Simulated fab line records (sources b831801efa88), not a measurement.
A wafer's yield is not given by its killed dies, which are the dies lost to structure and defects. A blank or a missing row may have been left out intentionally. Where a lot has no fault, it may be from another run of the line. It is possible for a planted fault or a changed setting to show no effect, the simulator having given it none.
Chamber matching	flow sky130	rieDiel-01 running SKY_METAL4_ETCH_17: 4 sister chambers
The step etches SiO2 in C4F8/O2/Ar, stops on TiN, time 3.9 s, target depth 15 nm. 14 wafers are shown with their chamber, then 7 later ones without.

## WAFERS, EACH WITH ITS CHAMBER
wafer	chamber	oesProductAu (a.u.)	rfFwdPowerW (W)
L074.2	0	0.747	1462
L074.5	2	0.762	1478
L074.6	1	0.742	1469
L076.3	2	0.760	1471
L076.4	1	0.764	1461
L076.6	2	0.770	1472
L081.3	0	0.747	1470
L081.4	1	0.766	1468
L081.6	0	0.749	1471
L084.2	1	0.746	1471
L084.4	2	0.757	1472
L084.6	2	0.753	1469
L091.1	3	0.750	1470
L091.3	1	0.750	1466

SIGNATURES (means of the wafers above)
reading	chamber 0	chamber 1	chamber 2	chamber 3	scatter within a chamber
oesProductAu	0.74767	0.75360	0.76040	0.75000	0.00794
rfFwdPowerW	1467.67	1467.00	1472.40	1470.00	3.9
Rule: distance of a wafer from a chamber = root of the sum over the readings of ((wafer's reading minus chamber's mean) / reading's scatter) squared. If the next closest chamber is less than 2 further off than the closest, the wafer can't be placed; otherwise it belongs to the closest. How the scatter is found: for the shown wafers, subtract from each reading the mean of its chamber, square and add these, divide the total by (wafers less chambers), then take the root.

## WAFERS WHOSE CHAMBER IS MISSING
wafer	oesProductAu (a.u.)	rfFwdPowerW (W)
L091.6	0.758	1473
L093.2	0.751	1463
L093.5	0.749	1472
L093.6	0.756	1464
L097.1	0.751	1468
L097.5	0.758	1463
L097.6	0.764	1466

## WHICH CHAMBER EACH ONE RAN IN
wafer	from the rows above	in truth
L091.6	can't be placed: 2 or 3 or 1 or 0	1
L093.2	can't be placed: 1 or 0 or 3 or 2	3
L093.5	can't be placed: 3 or 0 or 1 or 2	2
L093.6	can't be placed: 1 or 0 or 3 or 2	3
L097.1	can't be placed: 1 or 0 or 3 or 2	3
L097.5	can't be placed: 1 or 0 or 3 or 2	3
L097.6	can't be placed: 1 or 2 or 3 or 0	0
Correctly placed: 0 of 7. Unplaceable from these rows: 7, with the true chamber sitting among the candidates in 7. Placed wrongly: 0.
